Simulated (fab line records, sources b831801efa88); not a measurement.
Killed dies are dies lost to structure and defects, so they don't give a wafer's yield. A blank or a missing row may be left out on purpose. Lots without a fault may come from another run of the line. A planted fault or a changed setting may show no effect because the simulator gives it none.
fab line records | flow sky130
record lots=24 wafers=72 last_day=50
route steps=708 shown SPACER@306 SD_P@330 VIA2@530 METAL3@536 CAP2M@604 METAL4@629
lots that met no fault: from a run of the same line without faults
start_h: hours from the record's first day to the start of the lot's first wafer shown | wait_h: hours since the lot's step before | " the same as in the row above | L1.1+2: a row that stands for several wafers | - no value, or no start given | * or withheld: withheld | < > ~ a bound
route shown NAME@n: a module of which the file shows steps, and the number in the route of the first | usual: mean/standard deviation of fault-free wafers | same: alike in all rows | chamber/n: place in a boat | sites: the reading at each site | _std_site: their standard deviation | _edge_site: outer sites' mean less inner sites' | radius_mm: how far each site lies from the wafer's centre | mask NAME#n: copy n | behind: the tool/chamber that last shaped the wafer | hold: why the lot was held/for how many hours/how that ended | device: the transistor (n, p or np) that didn't switch | end of line: the same wafers' tests at the end of the route | a step without rows: its recipe alone | killed: dies lost to structure and defects at the first sort, not the wafer's yield | map: a wafer's dies, x killed, . not, _ none there
set.NAME: the setting as run; set.NAME@STEP: as run at that earlier step | model.NAME: the simulator's own value behind a step, which no gauge read
steps of the route over a sample of lots; a table a step, a row a wafer
services: from which hour (start_h, from the record's first day; less than 0 if before it) a tool's chamber was out of use, for how many hours, and why
## steps
# step SKY_SPACER_ETCHBACK_02
# recipe chemistry=CH3F/O2 target=Si3N4 stop_on=SiO2 source_w=400 bias_w=80 pressure_mtorr=25 ch3f_flow_sccm=40 O2_flow_sccm=30 time_s=46.7 target_depth_a=450
# usual drypump_motor_current_A=5.9/0.41 oes_product_au=0.853/0.0065 rf_fwd_power_W=395.7/2 throttle_valve_pct=10.563/0.0077
# columns lot.wafer tool chamber start_h wait_h drypump_motor_current_A oes_product_au rf_fwd_power_W rf_hours_counter_h throttle_valve_pct
L074.1 rie_diel-04 3 545.22 0.1 5.4 0.843 397.3 1 10.564
L074.4 " 0 " " 5.5 0.850 395.1 26 10.564
L074.6 " 1 " " 5.5 0.856 394.5 - 10.562
L075.2 rie_diel-01 0 546.43 0.0 6.2 0.851 396.6 12 10.557
L075.3 " 1 " " 6.2 0.861 393.5 15 10.567
L075.6 " 2 " " 5.3 0.868 397.9 - 10.558
L076.3 rie_diel-04 2 557.90 0.0 5.6 0.860 395.8 5 10.570
L076.5 " 0 " " 5.5 0.857 398.4 - 10.558
L076.6 " 3 " " 5.4 0.860 397.3 - 10.574
L077.3 rie_diel-03 1 571.83 0.0 6.3 0.849 392.9 6 10.567
L077.4 " 1 " " 6.2 0.843 391.3 - 10.566
L077.5 " 0 " " 6.6 0.848 397.2 - 10.556
L079.1 rie_diel-03 0 585.48 0.1 6.6 0.859 399.1 3 10.575
L079.4 " 3 " " 6.1 0.845 393.0 14 10.569
L079.6 " 3 " " 6.1 0.858 395.4 - 10.561
L078.1 rie_diel-04 0 587.37 0.1 5.5 0.863 395.4 27 10.564
L078.4 " 2 " " 5.6 0.847 396.4 6 10.558
L078.6 " 3 " " 5.4 0.844 395.5 - 10.556
L080.2 rie_diel-04 3 595.38 0.0 5.3 0.860 397.1 2 10.552
L080.4 " 0 " " 5.5 0.863 397.3 27 10.573
L080.6 " 2 " " 5.6 0.847 395.9 - 10.565
L081.2 rie_diel-03 2 597.37 0.0 5.5 0.842 395.0 9 10.572
L081.3 " 1 " " 6.3 0.838 392.0 7 10.556
L081.5 " 2 " " 5.5 0.851 394.9 - 10.563
L082.2 rie_diel-01 1 602.01 0.0 6.1 0.851 395.1 16 10.559
L082.5 " 0 " " 6.2 0.853 394.5 - 10.568
L082.6 " 1 " " 6.1 0.845 393.7 - 10.550
L084.4 rie_diel-03 3 619.23 0.0 6.1 0.851 394.7 15 10.552
L084.5 " 3 " " 6.1 0.859 394.4 - 10.553
L084.6 " 2 " " 5.5 0.854 393.9 - 10.554
L083.2 rie_diel-03 3 620.43 0.0 6.1 0.858 395.4 15 10.551
L083.5 " 3 " " 6.1 0.853 395.1 - 10.567
L083.6 " 0 " " 6.7 0.855 396.6 - 10.559
L085.1 rie_diel-03 3 630.88 0.1 6.1 0.844 393.9 15 10.568
L085.5 " 0 " " 6.6 0.852 395.4 - 10.564
L085.6 " 1 " " 6.2 0.854 393.0 - 10.562
L086.2 rie_diel-03 0 632.32 0.0 6.6 0.852 396.5 4 10.569
L086.5 " 1 " " 6.3 0.853 393.2 - 10.561
L086.6 " 0 " " 6.6 0.846 397.2 - 10.572
L087.2 rie_diel-03 1 635.24 0.0 6.3 0.859 392.1 7 10.557
L087.3 " 2 " " 5.5 0.859 394.8 9 10.558
L087.4 " 0 " " 6.6 0.853 397.4 4 10.558
L088.1 rie_diel-04 3 646.47 0.1 5.3 0.852 395.6 3 10.560
L088.2 " 1 " " 5.5 0.859 396.8 34 10.573
L088.3 " 0 " " 5.5 0.844 397.3 28 10.567
L089.3 rie_diel-01 3 651.02 0.0 6.0 0.860 398.1 6 10.561
L089.4 " 1 " " 6.1 0.852 395.7 17 10.559
L089.5 " 2 " " 5.3 0.856 398.9 - 10.560
L090.2 rie_diel-03 1 661.27 0.0 6.2 0.865 392.2 8 10.562
L090.3 " 3 " " 6.1 0.859 393.7 16 10.561
L090.5 " 2 " " 5.5 0.852 393.7 - 10.569
L091.1 rie_diel-01 2 664.57 0.1 5.3 0.856 398.2 8 10.569
L091.3 " 3 " " 6.0 0.854 395.5 7 10.573
L091.6 " 0 " " 6.2 0.859 396.4 - 10.553
L092.2 rie_diel-01 2 675.78 0.0 5.3 0.850 397.9 8 10.566
L092.3 " 0 " " 6.2 0.854 396.5 15 10.569
L092.4 " 3 " " 6.0 0.850 397.2 - 10.568
L093.1 rie_diel-03 0 680.67 0.1 6.6 0.853 398.3 5 10.571
L093.3 " 2 " " 5.5 0.848 393.8 11 10.567
L093.5 " 2 " " 5.5 0.845 395.6 - 10.555
L094.2 rie_diel-04 3 689.12 0.0 5.4 0.853 397.4 3 10.555
L094.3 " 1 " " 5.6 0.851 397.6 35 10.582
L094.5 " 1 " " 5.6 0.846 397.0 - 10.574
L095.1 rie_diel-04 2 701.60 0.1 5.6 0.848 397.5 8 10.563
L095.3 " 3 " " 5.4 0.848 395.0 4 10.562
L095.6 " 1 " " 5.6 0.845 396.6 - 10.568
L096.1 rie_diel-01 2 703.99 0.1 5.3 0.858 397.8 9 10.551
L096.3 " 0 " " 6.2 0.860 396.8 16 10.561
L096.4 " 1 " " 6.2 0.845 394.7 18 10.576
L097.1 rie_diel-01 3 711.82 0.1 6.0 0.849 396.8 8 10.577
L097.3 " 0 " " 6.2 0.859 396.8 16 10.567
L097.4 " 1 " " 6.1 0.845 396.5 18 10.548
# step SKY_SD_P_STRIP_10
# recipe chemistry=O2/N2 power_w=1400 pressure_mtorr=1500 platen_temp_c=withheld o2_flow_sccm=3000 n2_flow_sccm=300 overash_fraction=0.5
# usual drypump_motor_current_A=5.6/0.32 oes_product_au=0.617/0.0044 strip_time_to_endpoint_s=17.51/0.031
# columns lot.wafer tool chamber start_h wait_h drypump_motor_current_A oes_product_au rf_hours_counter_h strip_time_to_endpoint_s
L074.1 plasma_asher-03 1 604.64 0.1 5.8 0.619 84 17.48
L074.4 " 0 " " 5.1 0.619 - 17.47
L074.6 " 1 " " 5.9 0.619 - 17.52
L075.2 plasma_asher-01 1 607.04 0.1 5.7 0.628 43 17.56
L075.3 " 0 " " 5.5 0.624 - 17.55
L075.6 " 1 " " 5.8 0.616 - 17.53
L076.3 plasma_asher-03 1 617.57 0.1 5.8 0.624 - 17.51
L076.5 " 0 " " 5.2 0.619 - 17.51
L076.6 " 1 " " 5.9 0.612 - 17.46
L077.3 plasma_asher-02 1 631.31 0.1 6.0 0.613 - 17.47
L077.4 " 0 " " 5.4 0.617 - 17.47
L077.5 " 1 " " 6.0 0.610 - 17.50
L079.1 plasma_asher-01 1 645.34 0.1 5.7 0.610 47 17.47
L079.4 " 0 " " 5.6 0.613 - 17.51
L079.6 " 0 " " 5.6 0.611 - 17.51
L078.1 plasma_asher-02 0 646.94 0.1 5.4 0.610 20 17.54
L078.4 " 1 " " 6.0 0.625 - 17.52
L078.6 " 1 " " 6.0 0.617 - 17.51
L080.2 plasma_asher-02 0 654.54 0.1 5.4 0.615 21 17.51
L080.4 " 1 " " 6.0 0.623 - 17.51
L080.6 " 1 " " 6.0 0.616 - 17.51
L081.2 plasma_asher-03 1 656.62 0.1 5.9 0.612 90 17.53
L081.3 " 0 " " 5.1 0.622 - 17.54
L081.5 " 1 " " 5.9 0.612 - 17.56
L082.2 plasma_asher-03 0 661.22 0.1 5.1 0.614 90 17.49
L082.5 " 0 " " 5.1 0.613 - 17.50
L082.6 " 1 " " 5.8 0.619 - 17.53
L084.4 plasma_asher-03 1 677.23 0.1 5.9 0.617 - 17.49
L084.5 " 1 " " 5.9 0.620 - 17.55
L084.6 " 0 " " 5.1 0.622 - 17.48
L083.2 plasma_asher-03 1 678.47 0.1 5.9 0.608 92 17.49
L083.5 " 0 " " 5.2 0.615 - 17.51
L083.6 " 1 " " 5.9 0.620 - 17.52
L085.1 plasma_asher-01 1 688.74 0.1 5.7 0.626 50 17.55
L085.5 " 0 " " 5.6 0.623 - 17.54
L085.6 " 1 " " 5.7 0.614 - 17.52
L086.2 plasma_asher-01 0 690.84 0.1 5.6 0.616 51 17.54
L086.5 " 1 " " 5.7 0.612 - 17.50
L086.6 " 0 " " 5.6 0.625 - 17.49
L087.2 plasma_asher-02 1 691.17 0.1 6.0 0.621 25 17.50
L087.3 " 1 " " 6.0 0.621 - 17.46
L087.4 " 0 " " 5.4 0.613 - 17.52
L088.1 plasma_asher-03 1 703.02 0.1 5.9 0.618 94 17.55
L088.2 " 0 " " 5.1 0.626 94 17.55
L088.3 " 1 " " 5.9 0.616 - 17.55
L089.3 plasma_asher-03 0 706.97 0.1 5.1 0.620 - 17.49
L089.4 " 1 " " 5.9 0.619 - 17.49
L089.5 " 1 " " 5.8 0.616 - 17.50
L090.2 plasma_asher-03 1 717.14 0.1 5.9 0.619 96 17.50
L090.3 " 0 " " 5.1 0.612 - 17.49
L090.5 " 1 " " 5.9 0.628 - 17.50
L091.1 plasma_asher-03 1 720.49 0.1 5.8 0.615 96 17.55
L091.3 " 0 " " 5.1 0.611 - 17.56
L091.6 " 1 " " 5.8 0.613 - 17.58
L092.2 plasma_asher-03 1 731.67 0.1 5.9 0.608 97 17.52
L092.3 " 0 " " 5.1 0.621 - 17.53
L092.4 " 1 " " 5.9 0.626 - 17.46
L093.1 plasma_asher-02 1 737.19 0.1 6.0 0.610 29 17.50
L093.3 " 1 " " 6.0 0.622 - 17.48
L093.5 " 0 " " 5.4 0.619 - 17.51
L094.2 plasma_asher-03 1 743.79 0.1 5.9 0.618 99 17.50
L094.3 " 0 " " 5.1 0.616 - 17.49
L094.5 " 1 " " 5.9 0.620 - 17.52
L095.1 plasma_asher-01 1 759.59 0.1 5.7 0.622 57 17.50
L095.3 " 0 " " 5.6 0.614 - 17.46
L095.6 " 1 " " 5.8 0.614 - 17.50
L096.1 plasma_asher-02 1 759.64 0.1 6.0 0.622 32 17.51
L096.3 " 0 " " 5.4 0.616 - 17.50
L096.4 " 1 " " 6.0 0.614 - 17.52
L097.1 plasma_asher-02 1 767.02 0.1 6.0 0.613 32 17.52
L097.3 " 0 " " 5.4 0.615 - 17.48
L097.4 " 1 " " 6.1 0.618 - 17.47
# step SKY_VIA2_THK_MEAS_23
# recipe thk_meas_gauge=xrf reads=W_of_VIA2_CVD_21
# usual VIA2_W_THK=432/7.9
# columns lot.wafer tool chamber start_h wait_h VIA2_W_THK[nm]
L074.1 film_metro-03 - 862.73 0.1 412
L074.4 " - " " 424
L074.6 " - " " 426
L075.2 film_metro-01 - 865.54 0.1 433
L075.3 " - " " 425
L075.6 " - " " 434
L076.3 film_metro-03 - 877.09 0.1 412
L076.5 " - " " 418
L076.6 " - " " 419
L077.3 film_metro-01 - 888.08 0.1 438
L077.4 " - " " 437
L077.5 " - " " 438
L078.1 film_metro-01 - 898.15 0.1 437
L078.4 " - " " 436
L078.6 " - " " 436
L079.1 film_metro-02 - 898.21 0.1 426
L079.4 " - " " 434
L079.6 " - " " 429
L080.2 film_metro-01 - 905.74 0.1 437
L080.4 " - " " 429
L080.6 " - " " 439
L081.2 film_metro-01 - 907.42 0.1 435
L081.3 " - " " 436
L081.5 " - " " 433
L082.2 film_metro-02 - 911.36 0.1 432
L082.5 " - " " 431
L082.6 " - " " 422
L084.4 film_metro-03 - 923.80 0.1 422
L084.5 " - " " 423
L084.6 " - " " 427
L083.2 film_metro-03 - 927.02 0.1 429
L083.5 " - " " 421
L083.6 " - " " 426
L085.1 film_metro-02 - 935.28 0.1 439
L085.5 " - " " 434
L085.6 " - " " 442
L086.2 film_metro-01 - 937.44 0.1 432
L086.5 " - " " 437
L086.6 " - " " 435
L087.2 film_metro-03 - 937.79 0.1 432
L087.3 " - " " 429
L087.4 " - " " 434
L088.1 film_metro-01 - 947.58 0.1 444
L088.2 " - " " 438
L088.3 " - " " 434
L089.3 film_metro-01 - 952.03 0.1 441
L089.4 " - " " 437
L089.5 " - " " 426
L090.2 film_metro-01 - 959.21 0.1 439
L090.3 " - " " 438
L090.5 " - " " 430
L091.1 film_metro-01 - 962.63 0.1 437
L091.3 " - " " 439
L091.6 " - " " 436
L092.2 film_metro-02 - 974.44 0.1 432
L092.3 " - " " 443
L092.4 " - " " 439
L093.1 film_metro-02 - 980.40 0.1 443
L093.3 " - " " 443
L093.5 " - " " 444
L094.2 film_metro-02 - 984.77 0.1 443
L094.3 " - " " 442
L094.5 " - " " 439
L095.1 film_metro-03 - 997.98 0.1 427
L095.3 " - " " 423
L095.6 " - " " 415
L096.1 film_metro-02 - 999.14 0.1 424
L096.3 " - " " 425
L096.4 " - " " 438
L097.1 film_metro-02 - 1005.70 0.1 428
L097.3 " - " " 423
L097.4 " - " " 439
# step SKY_METAL3_SPUTTER_04
# recipe material=TiN target_thk_nm=70 power_w=6500 time_s=58.3 chamber_pressure_pa=0.4
# usual throttle_valve_pct=30.0/1.2
# columns lot.wafer tool chamber start_h wait_h throttle_valve_pct
L074.1 pvd_sputter-02 - 863.46 0.0 33.2
L074.4 " - " " 32.1
L074.6 " - " " 30.7
L075.2 pvd_sputter-03 - 866.00 0.0 29.0
L075.3 " - " " 28.0
L075.6 " - " " 27.9
L076.3 pvd_sputter-01 - 877.54 0.0 29.8
L076.5 " - " " 29.8
L076.6 " - " " 30.2
L077.3 pvd_sputter-03 - 888.52 0.0 30.5
L077.4 " - " " 30.2
L077.5 " - " " 30.3
L078.1 pvd_sputter-01 - 898.62 0.0 29.9
L078.4 " - " " 30.3
L078.6 " - " " 29.6
L079.1 pvd_sputter-02 - 898.67 0.0 30.6
L079.4 " - " " 32.9
L079.6 " - " " 30.4
L080.2 pvd_sputter-03 - 906.20 0.0 29.1
L080.4 " - " " 28.0
L080.6 " - " " 30.1
L081.2 pvd_sputter-01 - 907.88 0.0 29.6
L081.3 " - " " 30.5
L081.5 " - " " 29.2
L082.2 pvd_sputter-03 - 911.86 0.0 29.0
L082.5 " - " " 28.8
L082.6 " - " " 28.1
L084.4 pvd_sputter-02 - 924.23 0.0 32.9
L084.5 " - " " 29.3
L084.6 " - " " 32.1
L083.2 pvd_sputter-03 - 927.47 0.0 30.1
L083.5 " - " " 30.5
L083.6 " - " " 30.1
L085.1 pvd_sputter-02 - 935.75 0.0 33.1
L085.5 " - " " 31.9
L085.6 " - " " 29.6
L086.2 pvd_sputter-03 - 937.89 0.0 28.2
L086.5 " - " " 30.4
L086.6 " - " " 30.3
L087.2 pvd_sputter-01 - 938.24 0.0 29.5
L087.3 " - " " 30.0
L087.4 " - " " 29.4
L088.1 pvd_sputter-03 - 948.05 0.0 30.3
L088.2 " - " " 28.1
L088.3 " - " " 30.3
L089.3 pvd_sputter-01 - 952.47 0.0 30.1
L089.4 " - " " 29.4
L089.5 " - " " 29.8
L090.2 pvd_sputter-03 - 959.67 0.0 29.2
L090.3 " - " " 30.4
L090.5 " - " " 29.0
L091.1 pvd_sputter-03 - 963.10 0.0 30.4
L091.3 " - " " 27.8
L091.6 " - " " 30.3
L092.2 pvd_sputter-01 - 974.89 0.0 29.3
L092.3 " - " " 29.4
L092.4 " - " " 30.3
L093.1 pvd_sputter-02 - 980.87 0.0 30.5
L093.3 " - " " 32.9
L093.5 " - " " 29.4
L094.2 pvd_sputter-03 - 985.23 0.0 30.4
L094.3 " - " " 29.2
L094.5 " - " " 28.1
L095.1 pvd_sputter-02 - 998.44 0.0 32.9
L095.3 " - " " 29.6
L095.6 " - " " 32.1
L096.1 pvd_sputter-01 - 999.60 0.0 29.5
L096.3 " - " " 29.8
L096.4 " - " " 29.4
L097.1 pvd_sputter-01 - 1006.16 0.0 29.8
L097.3 " - " " 29.7
L097.4 " - " " 29.1
# step SKY_CAP2M_THK_MEAS_01
# recipe reads=SiO2_of_CAP2M_CVD_00
# usual CAP2M_CVD_00_THK=15.58/0.28
# columns lot.wafer tool chamber start_h wait_h CAP2M_CVD_00_THK[nm]
L074.1 film_metro-01 - 941.62 - 15.30
L074.4 " - " " 15.39
L074.6 " - " " 15.82
L075.2 film_metro-01 - 944.67 - 15.51
L075.3 " - " " 15.16
L075.6 " - " " 15.23
L076.3 film_metro-04 - 955.78 - 15.17
L076.5 " - " " 15.56
L076.6 " - " " 15.70
L077.3 film_metro-01 - 966.35 - 15.44
L077.4 " - " " 15.81
L077.5 " - " " 15.65
L078.1 film_metro-01 - 975.37 - 15.66
L078.4 " - " " 15.59
L078.6 " - " " 15.75
L079.1 film_metro-01 - 976.87 - 15.26
L079.4 " - " " 15.23
L079.6 " - " " 15.23
L080.2 film_metro-01 - 984.32 - 15.93
L080.4 " - " " 15.48
L080.6 " - " " 15.89
L081.2 film_metro-02 - 985.68 - 15.33
L081.3 " - " " 15.29
L081.5 " - " " 15.43
L082.2 film_metro-04 - 989.33 - 15.36
L082.5 " - " " 15.38
L082.6 " - " " 15.08
L084.4 film_metro-01 - 1000.57 - 15.75
L084.5 " - " " 15.89
L084.6 " - " " 15.80
L083.2 film_metro-02 - 1003.72 - 15.82
L083.5 " - " " 16.01
L083.6 " - " " 15.46
L085.1 film_metro-01 - 1011.12 - 15.17
L085.5 " - " " 15.49
L085.6 " - " " 15.72
L086.2 film_metro-01 - 1012.42 - 15.53
L086.5 " - " " 15.60
L086.6 " - " " 15.95
L087.2 film_metro-01 - 1013.32 - 15.24
L087.3 " - " " 15.45
L087.4 " - " " 15.59
L088.1 film_metro-04 - 1021.74 - 15.44
L088.2 " - " " 15.62
L088.3 " - " " 15.76
L089.3 film_metro-04 - 1027.34 - 15.76
L089.4 " - " " 16.08
L089.5 " - " " 15.67
L090.2 film_metro-04 - 1033.04 - 15.42
L090.3 " - " " 15.22
L090.5 " - " " 15.84
L091.1 film_metro-02 - 1037.68 - 15.57
L091.3 " - " " 15.42
L091.6 " - " " 15.95
L092.2 film_metro-01 - 1046.24 - 14.87
L092.3 " - " " 15.41
L092.4 " - " " 15.78
L093.1 film_metro-02 - 1052.71 - 15.11
L093.3 " - " " 16.26
L093.5 " - " " 15.71
L094.2 film_metro-01 - 1057.82 - 14.95
L094.3 " - " " 15.39
L094.5 " - " " 15.29
L095.1 film_metro-01 - 1070.09 - 15.56
L095.3 " - " " 15.65
L095.6 " - " " 15.67
L096.1 film_metro-04 - 1070.62 - 15.76
L096.3 " - " " 15.69
L096.4 " - " " 15.97
L097.1 film_metro-01 - 1076.66 - 15.57
L097.3 " - " " 15.74
L097.4 " - " " 15.93
# step SKY_METAL4_CD_MEAS_13
# recipe target_cd_nm=300
# usual cd_nm=299.4/1.3
# columns lot.wafer tool chamber start_h wait_h cd_nm
L074.1 cd_sem-02 - 991.67 - 299.6
L074.4 " - " " 298.2
L074.6 " - " " 298.7
L075.2 cd_sem-02 - 992.78 - 299.4
L075.3 " - " " 302.0
L075.6 " - " " 300.1
L076.3 cd_sem-01 - 1004.21 - 297.9
L076.5 " - " " 297.2
L076.6 " - " " 297.7
L077.3 cd_sem-02 - 1014.31 - 299.3
L077.4 " - " " 300.1
L077.5 " - " " 302.0
L078.1 cd_sem-02 - 1022.53 - 300.3
L078.4 " - " " 301.1
L078.6 " - " " 299.9
L079.1 cd_sem-02 - 1023.92 - 300.3
L079.4 " - " " 298.3
L079.6 " - " " 299.0
L080.2 cd_sem-02 - 1030.54 - 300.5
L080.4 " - " " 300.4
L080.6 " - " " 299.6
L081.2 cd_sem-01 - 1032.44 - 299.3
L081.3 " - " " 298.4
L081.5 " - " " 297.6
L082.2 cd_sem-01 - 1035.60 - 301.1
L082.5 " - " " 302.0
L082.6 " - " " 299.2
L084.4 cd_sem-02 - 1046.44 - 299.8
L084.5 " - " " 299.6
L084.6 " - " " 300.6
L083.2 cd_sem-02 - 1048.14 - 296.9
L083.5 " - " " 295.5
L083.6 " - " " 296.8
L085.1 cd_sem-02 - 1056.56 - 299.4
L085.5 " - " " 300.1
L085.6 " - " " 299.7
L086.2 cd_sem-02 - 1057.35 - 297.3
L086.5 " - " " 298.6
L086.6 " - " " 299.1
L087.2 cd_sem-01 - 1058.49 - 299.2
L087.3 " - " " 299.5
L087.4 " - " " 298.3
L088.1 cd_sem-01 - 1066.31 - 299.4
L088.2 " - " " 299.0
L088.3 " - " " 299.3
L089.3 cd_sem-01 - 1071.92 - 299.3
L089.4 " - " " 300.4
L089.5 " - " " 300.6
L090.2 cd_sem-02 - 1077.58 - 299.4
L090.3 " - " " 298.4
L090.5 " - " " 298.1
L091.1 cd_sem-02 - 1081.46 - 299.6
L091.3 " - " " 299.9
L091.6 " - " " 299.8
L092.2 cd_sem-01 - 1090.08 - 298.6
L092.3 " - " " 296.7
L092.4 " - " " 297.8
L093.1 cd_sem-01 - 1096.36 - 299.5
L093.3 " - " " 299.5
L093.5 " - " " 300.0
L094.2 cd_sem-01 - 1100.98 - 298.6
L094.3 " - " " 299.2
L094.5 " - " " 298.9
L095.1 cd_sem-01 - 1112.48 - 298.6
L095.3 " - " " 300.3
L095.6 " - " " 299.3
L096.1 cd_sem-01 - 1113.36 - 302.6
L096.3 " - " " 300.9
L096.4 " - " " 300.7
L097.1 cd_sem-02 - 1118.36 - 300.3
L097.3 " - " " 299.5
L097.4 " - " " 301.7
## services
# columns tool chamber start_h hours kind
pvd_sputter-01 - 539.63 0.9 repair
rie_diel-04 - 540.49 2.8 pm
plasma_asher-02 - 541.07 0.7 repair
rie_diel-04 1 545.71 8.4 repair
plasma_asher-02 - 559.16 28.1 pm
rie_diel-01 - 559.59 0.4 repair
pvd_sputter-01 - 560.18 7.4 repair
rie_diel-03 3 570.04 6.8 repair
rie_diel-04 - 588.88 1.4 repair
plasma_asher-02 - 611.32 0.3 repair
plasma_asher-03 - 612.80 1.3 repair
rie_diel-01 2 622.17 10.4 repair
rie_diel-01 1 633.08 1.7 repair
rie_diel-01 1 671.01 6.0 repair
plasma_asher-03 - 764.58 2.8 pm
rie_diel-03 2 789.80 3.1 repair
pvd_sputter-01 - 802.79 0.7 repair
pvd_sputter-03 - 865.21 0.6 repair
plasma_asher-03 - 877.54 2.7 repair
pvd_sputter-01 - 887.20 4.6 repair
pvd_sputter-03 - 939.12 3.3 repair
pvd_sputter-01 - 978.97 3.1 repair
rie_diel-03 1 982.64 3.1 repair
pvd_sputter-03 - 1003.83 3.1 repair
## key
fault none
